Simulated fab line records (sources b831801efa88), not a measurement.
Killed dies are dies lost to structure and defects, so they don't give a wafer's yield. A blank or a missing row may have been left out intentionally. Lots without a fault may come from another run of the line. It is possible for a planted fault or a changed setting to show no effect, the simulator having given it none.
fab line records	flow sky130
record: lots: 6	wafers: 18	lastDay: 50
route steps=708 shown POLY_GATE@217 PAD_OPEN@708
lots untouched by any fault: they come from a run of this same line in which no faults occurred
startH: start of the lot's first displayed wafer, in hours after the record's first day	waitH: hours from the lot's prior step to this one	" unchanged from the row above	L1.1+2: a row that stands for several wafers	- no value present, or no start provided	* or withheld: withheld	< > ~ a bound
route shown NAME@n: NAME is a module with steps in the file, n the number in the route of the first one	usual: mean/standard deviation taken from wafers without a fault	same: alike in all rows	chamber/n: place in a boat	sites: each site's reading	_std_site: the standard deviation of these	_edge_site: outer sites' mean less inner sites'	radiusMm: for every site, how far away it sits from the centre of the wafer	mask NAME#n: copy n	behind: the tool/chamber that last shaped the wafer	hold: the reason the lot was held/the length of the hold in hours/how it ended	device: whichever transistor did not switch (one of n, p or np)	end of line: the tests these same wafers got at the end of their route	step lacking rows: just its recipe	killed: dies lost to structure and defects at the first sort, not the wafer's yield	map: per-die view of a wafer (x killed, . not killed, _ where there is no die)
set.NAME: the run value of the setting; set.NAME@STEP: its run value at that earlier step	model.NAME: the simulator's own value behind a step, which no gauge read
lots at some steps of the route; a table a step, a row a wafer
services: a tool's chamber out of use, with start hour (startH, from the record's first day; less than 0 if before it), hours out, and reason
== steps ==
step: SKY_POLY_GATE_CVD_03
recipe: material: Si3N4	precursor: DCS/NH3	targetThkNm: 75	tempC: 770	timeS: 1290	pressureMtorr: 250
step: SKY_POLY_GATE_THK_MEAS_04
recipe: reads: Si3N4_of_POLY_GATE_CVD_03
usual: POLY_GATE_CVD_03_THK: 75.0/0.8
lot.wafer	tool	chamber	startH	waitH	POLY_GATE_CVD_03_THK[nm]
L167.2	filmMetro-01	-	339.93	0.0	75.4
L167.3	"	-	"	"	75.6
L167.5	"	-	"	"	75.2
L168.1	filmMetro-04	-	349.84	0.0	76.4
L168.3	"	-	"	"	76.0
L168.4	"	-	"	"	75.8
L174.1	filmMetro-03	-	412.50	0.0	74.0
L174.4	"	-	"	"	74.1
L174.6	"	-	"	"	74.4
L179.1	filmMetro-04	-	449.16	0.0	74.8
L179.2	"	-	"	"	74.2
L179.6	"	-	"	"	74.4
L184.2	filmMetro-01	-	488.69	0.0	76.0
L184.4	"	-	"	"	76.3
L184.6	"	-	"	"	75.6
L190.1	filmMetro-01	-	539.99	0.0	75.3
L190.2	"	-	"	"	76.1
L190.4	"	-	"	"	75.6
step: SKY_POLY_GATE_DEHYDRATE_05
recipe: tempC: 200	timeS: 60
step: SKY_POLY_GATE_HMDS_06
recipe: primeTimeS: 60	primeTempC: 120
step: SKY_POLY_GATE_COAT_07
recipe: resist: BARC	tempC: withheld	timeS: withheld	spinRpm: 3000	resistThkNm: 110
step: SKY_POLY_GATE_COAT_08
recipe: resist: KrF-thick	spinRpm: 3000	resistThkNm: 450
step: SKY_POLY_GATE_SOFTBAKE_09
recipe: tempC: 100	timeS: 90	resist: KrF-thick
step: SKY_POLY_GATE_EXPOSE_10
recipe: maskId: P1M	na: 0.68	sourceShape: conventional	sigmaOuter: 0.6	targetCdNm: 150	doseMj: 28
step: SKY_POLY_GATE_PEB_11
recipe: pebTempC: withheld	pebTimeS: withheld	resist: KrF-thick
step: SKY_POLY_GATE_DEVELOP_12
recipe: developTimeS: 60	resist: KrF-thick	devTempC: 21
step: SKY_POLY_GATE_CD_MEAS_13
recipe: targetCdNm: 150
usual: cdNm: 149.5/1.5
lot.wafer	tool	chamber	startH	waitH	cdNm
L167.2	cdSem-02	-	368.14	-	148.2
L167.3	"	-	"	"	148.1
L167.5	"	-	"	"	148.2
L168.1	cdSem-02	-	378.28	-	153.0
L168.3	"	-	"	"	155.0
L168.4	"	-	"	"	155.3
L174.1	cdSem-01	-	442.68	-	148.7
L174.4	"	-	"	"	149.7
L174.6	"	-	"	"	149.9
L179.1	cdSem-01	-	479.91	-	150.4
L179.2	"	-	"	"	149.4
L179.6	"	-	"	"	149.5
L184.2	cdSem-01	-	517.98	-	150.6
L184.4	"	-	"	"	149.5
L184.6	"	-	"	"	149.0
L190.1	cdSem-01	-	569.51	-	148.5
L190.2	"	-	"	"	149.9
L190.4	"	-	"	"	148.8
step: SKY_POLY_GATE_OVL_MEAS_14
usual: POLY_GATE_OVL: -1/4.3
lot.wafer	tool	chamber	startH	waitH	POLY_GATE_OVL[nm]
L167.2	overlay-01	-	368.24	0.1	8
L167.3	"	-	"	"	-2
L167.5	"	-	"	"	4
L168.1	overlay-02	-	378.40	0.1	-3
L168.3	"	-	"	"	1
L168.4	"	-	"	"	-1
L174.1	overlay-01	-	442.80	0.1	-2
L174.4	"	-	"	"	-3
L174.6	"	-	"	"	0
L179.1	overlay-02	-	480.03	0.1	5
L179.2	"	-	"	"	4
L179.6	"	-	"	"	-1
L184.2	overlay-02	-	518.08	0.1	-2
L184.4	"	-	"	"	4
L184.6	"	-	"	"	-5
L190.1	overlay-02	-	569.63	0.1	-6
L190.2	"	-	"	"	-3
L190.4	"	-	"	"	-7
step: SKY_POLY_GATE_ETCH_15
recipe: chemistry: N2/H2	target: BARC	ionEnergyEv: 200	sourceW: 500	biasW: 100	pressureMtorr: 30	n2FlowSccm: 100	h2FlowSccm: 200	stopOn: SiO2	timeS: 118.5	targetDepthA: 1100
usual: biasW: 99.9/0.31	drypumpMotorCurrentA: 5.7/0.48	oesProductAu: 0.717/0.0047	throttleValvePct: 13.213/0.0097
lot.wafer	tool	chamber	startH	waitH	biasW	drypumpMotorCurrentA	oesProductAu	rfHoursCounterH	throttleValvePct	model.KrF-thick_of_POLY_GATE_COAT_08.thkNm
L167.2	rieDiel-01	3	368.27	0.0	99.5	5.5	0.719	113	13.210	347.3
L167.3	"	1	"	"	99.7	4.9	0.713	6	13.206	345.2
L167.5	"	0	"	"	99.6	5.6	0.720	-	13.218	345
L168.1	rieDiel-04	1	378.43	0.0	99.6	5.1	0.719	4	13.209	346
L168.3	"	0	"	"	100.1	5.6	0.714	84	13.214	343.4
L168.4	"	3	"	"	99.6	5.2	0.706	82	13.227	345.5
L174.1	rieDiel-01	1	442.83	0.0	74.5	4.9	0.709	7	13.209	348.5
L174.4	"	2	"	"	74.5	5.6	0.725	6	13.200	350
L174.6	"	3	"	"	74.3	5.5	0.714	-	13.210	349.8
L179.1	rieDiel-01	0	480.06	0.0	74.5	5.6	0.723	5	13.203	352.7
L179.2	"	1	"	"	74.3	4.9	0.710	8	13.221	351.8
L179.6	"	2	"	"	73.9	5.6	0.708	-	13.216	351.3
L184.2	rieDiel-03	1	518.11	0.0	100.0	6.6	0.716	55	13.216	343.9
L184.4	"	3	"	"	100.1	5.9	0.718	1	13.223	347.6
L184.6	"	3	"	"	99.9	5.9	0.717	-	13.202	347.3
L190.1	rieDiel-03	2	569.66	0.0	99.8	5.9	0.721	37	13.206	343.7
L190.2	"	0	"	"	99.8	6.2	0.715	7	13.209	348
L190.4	"	2	"	"	99.7	5.9	0.714	-	13.207	344.4
step: SKY_POLY_GATE_ETCH_16
recipe: stopOn: poly-Si	chemistry: CH3F/O2	target: Si3N4	sourceW: 400	biasW: 80	pressureMtorr: 25	ch3fFlowSccm: 40	O2_flow_sccm: 30	timeS: 147.5	targetDepthA: 750
usual: biasW: 79.97/0.23	drypumpMotorCurrentA: 5.7/0.48	oesProductAu: 0.640/0.0058	throttleValvePct: 10.535/0.009
lot.wafer	tool	chamber	startH	waitH	biasW	drypumpMotorCurrentA	oesProductAu	rfHoursCounterH	throttleValvePct
L167.2	rieDiel-01	3	368.36	0.0	80.10	5.5	0.646	113	10.554
L167.3	"	1	"	"	80.23	4.9	0.645	6	10.525
L167.5	"	0	"	"	80.24	5.6	0.644	-	10.543
L168.1	rieDiel-04	1	378.52	0.0	79.86	5.1	0.643	4	10.538
L168.3	"	0	"	"	79.98	5.5	0.649	84	10.543
L168.4	"	3	"	"	79.88	5.2	0.638	82	10.540
L174.1	rieDiel-01	1	442.91	0.0	79.83	4.9	0.641	8	10.538
L174.4	"	2	"	"	79.94	5.6	0.642	6	10.550
L174.6	"	3	"	"	79.49	5.5	0.637	-	10.539
L179.1	rieDiel-01	0	480.14	0.0	80.04	5.6	0.634	5	10.540
L179.2	"	1	"	"	79.75	4.9	0.633	8	10.536
L179.6	"	2	"	"	79.54	5.6	0.628	-	10.534
L184.2	rieDiel-03	1	518.19	0.0	80.26	6.6	0.643	55	10.526
L184.4	"	3	"	"	79.96	5.9	0.649	1	10.529
L184.6	"	3	"	"	80.20	6.0	0.648	-	10.530
L190.1	rieDiel-03	2	569.74	0.0	79.64	5.9	0.642	37	10.525
L190.2	"	0	"	"	80.15	6.2	0.640	7	10.532
L190.4	"	2	"	"	79.96	5.9	0.647	-	10.529
step: SKY_POLY_GATE_ETCH_17
recipe: targetDepthNm: 180	stopOn: SiO2	overEtchFrac: 0.56667	chemistry: HBr/Cl2	target: poly-Si	icpW: 400	biasW: 100	pressureMtorr: 10	HBr_flow_sccm: 150	Cl2_flow_sccm: 50	timeS: 70.5
usual: biasW: 100.0/0.31	drypumpMotorCurrentA: 5.7/0.35	oesProductAu: 0.987/0.0069	throttleValvePct: 33.685/0.0085
lot.wafer	tool	chamber	startH	waitH	biasW	drypumpMotorCurrentA	oesProductAu	rfHoursCounterH	throttleValvePct	model.KrF-thick_of_POLY_GATE_COAT_08.thkNm
L167.2	rieSi-01	3	368.45	0.0	100.1	6.1	0.994	2	33.679	142.7
L167.3	"	0	"	"	100.3	5.9	0.994	44	33.680	139.2
L167.5	"	1	"	"	100.1	5.6	0.998	-	33.678	137.4
L168.1	rieSi-02	1	378.61	0.0	99.8	5.4	0.994	2	33.680	143.4
L168.3	"	3	"	"	99.5	5.9	0.983	78	33.703	138.8
L168.4	"	0	"	"	100.0	5.0	0.987	2	33.694	142.5
L174.1	rieSi-02	2	443.01	0.0	99.8	6.1	0.968	6	33.677	144.1
L174.4	"	1	"	"	100.0	5.4	0.996	-	33.668	143.3
L174.6	"	2	"	"	99.9	6.1	0.979	-	33.694	145.7
L179.1	rieSi-02	2	480.24	0.0	100.6	6.1	0.987	6	33.697	148
L179.2	"	1	"	"	100.0	5.5	0.981	3	33.677	145.7
L179.6	"	0	"	"	99.7	5.0	0.981	-	33.676	145.3
L184.2	rieSi-01	2	518.29	0.0	99.9	5.8	0.994	2	33.703	139.2
L184.4	"	3	"	"	100.2	6.1	0.991	3	33.695	146.1
L184.6	"	2	"	"	99.9	5.8	0.980	-	33.672	146.4
L190.1	rieSi-01	1	569.84	0.0	100.0	5.7	0.991	1	33.688	138
L190.2	"	2	"	"	100.2	5.9	0.985	2	33.700	145.6
L190.4	"	0	"	"	100.3	5.9	0.997	0	33.680	139.9
step: SKY_POLY_GATE_STRIP_18
recipe: chemistry: O2/N2	powerW: 1400	pressureMtorr: 1500	platenTempC: withheld	o2FlowSccm: 3000	n2FlowSccm: 300	overashFraction: 0.5
usual: drypumpMotorCurrentA: 5.9/0.31	oesProductAu: 0.361/0.005	stripTimeToEndpointS: 3.17/0.037
lot.wafer	tool	chamber	startH	waitH	drypumpMotorCurrentA	oesProductAu	rfHoursCounterH	stripTimeToEndpointS
L167.2	plasmaAsher-04	1	368.51	0.0	5.6	0.363	70	3.18
L167.3	"	0	"	"	5.4	0.353	-	3.15
L167.5	"	1	"	"	5.6	0.373	-	3.16
L168.1	plasmaAsher-03	0	378.67	0.0	6.0	0.364	22	3.22
L168.3	"	0	"	"	6.0	0.363	-	3.14
L168.4	"	1	"	"	5.7	0.364	-	3.20
L174.1	plasmaAsher-04	0	443.07	0.0	5.4	0.358	77	3.22
L174.4	"	1	"	"	5.6	0.357	-	3.21
L174.6	"	1	"	"	5.6	0.364	-	3.23
L179.1	plasmaAsher-04	1	480.30	0.0	5.6	0.365	80	3.25
L179.2	"	0	"	"	5.5	0.365	80	3.22
L179.6	"	1	"	"	5.6	0.361	-	3.22
L184.2	plasmaAsher-01	0	518.35	0.0	6.2	0.367	73	3.16
L184.4	"	0	"	"	6.2	0.363	-	3.24
L184.6	"	0	"	"	6.2	0.361	-	3.24
L190.1	plasmaAsher-03	0	569.90	0.0	6.0	0.365	41	3.13
L190.2	"	1	"	"	5.7	0.373	41	3.22
L190.4	"	1	"	"	5.7	0.361	-	3.15
step: SKY_PAD_OPEN_PROBE_99
usual: killed_at_M0_to_M3: 42/7.4	killed_at_M4_up: 3.3/2.1	killedAtContacts: 24/5.3	killedAtFrontEnd: 15/4.5	killedAtOther: 0.3/0.57	killedDies: 84/10	killedOpen: 46/7.5	killedShort: 38/6.4
same: grossDies: 492	killedAtBackSide: 0
lot.wafer	tool	chamber	startH	waitH	killed_at_M0_to_M3	killed_at_M4_up	killedAtContacts	killedAtFrontEnd	killedAtOther	killedDies	killedOpen	killedShort
L174.1	prober-01	-	1123.65	0.1	45	6	18	15	0	84	50	34
L174.4	prober-01	-	1123.80	0.2	38	4	23	18	0	83	51	32
L174.6	prober-01	-	1123.90	0.2	38	3	29	16	0	86	40	46
L184.2	prober-02	-	1170.32	0.1	43	2	22	18	0	85	43	40
L184.4	prober-02	-	1170.42	0.2	48	1	22	9	0	80	40	40
L184.6	prober-02	-	1170.52	0.2	57	3	27	13	0	100	55	44
killed by level:class
L174.1 VIA1:geometricParticle:open=11 CONTACT:geometricParticle:open=10 VIA2:geometricParticle:open=8 VIA2:geometricParticle:short=7 VIA3:geometricParticle:open=5 FIELD_ISO:geometricParticle:open=3 SONOS_ONO:geometricParticle:open=3 POLY_GATE:geometricParticle:short=3
L174.4 CONTACT:geometricParticle:open=9 VIA3:geometricParticle:open=8 VIA1:geometricParticle:open=6 POLY_GATE:geometricParticle:open=6 VIA2:geometricParticle:open=6 FIELD_ISO:geometricParticle:open=5 LOCAL_INTERCONNECT:geometricParticle:short=5 CONTACT:geometricParticle:short=5
L174.6 CONTACT:geometricParticle:open=12 VIA1:geometricParticle:open=7 LOCAL_INTERCONNECT:geometricParticle:short=6 VIA2:geometricParticle:open=6 FIELD_ISO:geometricParticle:short=5 POLY_GATE:geometricParticle:short=5 LI_CONTACT:geometricParticle:short=5 VIA1:geometricParticle:short=5
L184.2 CONTACT:geometricParticle:open=9 VIA1:geometricParticle:open=9 METAL1:geometricParticle:short=7 CONTACT:geometricParticle:short=6 VIA2:geometricParticle:open=6 VIA3:geometricParticle:open=6 FIELD_ISO:geometricParticle:open=5 FIELD_ISO:geometricParticle:short=4
L184.4 METAL1:geometricParticle:short=9 VIA1:geometricParticle:open=9 METAL2:geometricParticle:short=9 LI_CONTACT:geometricParticle:open=8 CONTACT:geometricParticle:open=6 VIA2:geometricParticle:open=5 VIA3:geometricParticle:open=5 VIA3:geometricParticle:short=4
L184.6 CONTACT:geometricParticle:open=11 VIA1:geometricParticle:open=10 VIA3:geometricParticle:open=10 LI_CONTACT:geometricParticle:open=8 VIA1:geometricParticle:short=6 METAL2:geometricParticle:short=6 VIA2:geometricParticle:open=5 METAL3:geometricParticle:short=5
== services ==
tool	chamber	startH	hours	kind
rieDiel-03	1	345.12	7.7	repair
rieSi-02	0	345.22	17.8	repair
rieSi-01	3	349.66	1.1	repair
plasmaAsher-03	-	355.12	1.9	repair
rieDiel-03	0	358.38	1.8	repair
plasmaAsher-03	-	361.20	9.1	repair
plasmaAsher-03	-	364.92	0.4	repair
rieDiel-03	0	377.19	3.8	repair
rieDiel-03	2	388.32	4.1	repair
rieDiel-04	2	391.33	5.8	repair
rieSi-02	0	412.77	33.1	repair
rieDiel-03	0	413.58	32.4	repair
plasmaAsher-04	-	446.86	8.8	repair
rieDiel-01	1	450.70	10.2	repair
rieDiel-01	3	459.61	6.3	repair
plasmaAsher-04	-	471.02	2.8	pm
rieDiel-03	1	472.09	1.6	repair
rieDiel-01	3	479.71	2.6	repair
rieDiel-03	0	480.51	13.4	repair
rieSi-02	0	490.97	7.2	repair
rieDiel-03	-	517.06	0.7	repair
rieSi-02	0	527.58	7.7	repair
rieSi-02	1	539.89	32.6	repair
rieDiel-03	3	563.25	16.1	repair
== key ==
firstSign: step: SKY_POLY_GATE_ETCH_15	reading: biasW	direction: down	sigmas: 82	usual: 99.9	struck: 74.3
effect none on later readings
modelEffect: step: SKY_POLY_GATE_ETCH_15	value: KrF-thick_of_POLY_GATE_COAT_08.thkNm	without: 343.2	struck: 350.7
modelEffect: step: SKY_POLY_GATE_ETCH_17	value: KrF-thick_of_POLY_GATE_COAT_08.thkNm	without: 137.8	struck: 145.4
metAt SKY_POLY_GATE_ETCH_15
struckWafers L174.1,L174.4,L174.6,L179.1,L179.2,L179.6
testerLeftOut L174,L179
onsetBetween 368.27 442.83
fault: kind: processParameterDrift	tool: rieDiel-01	chamber: -	onsetH: 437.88	steps: SKY_POLY_GATE_ETCH_15	channel: biasW	offset: -25.807	shape: step	endH: 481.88	actsIn: theseRecipesOnly	stated: 100
testerLeftOut: of these lots the tester's yield and bins aren't shown, on N5 and GAA mostly nor the transistor test; their killed dies are dies lost to structure and defects alone, not to doping, threshold or leakage, so they don't give the yield
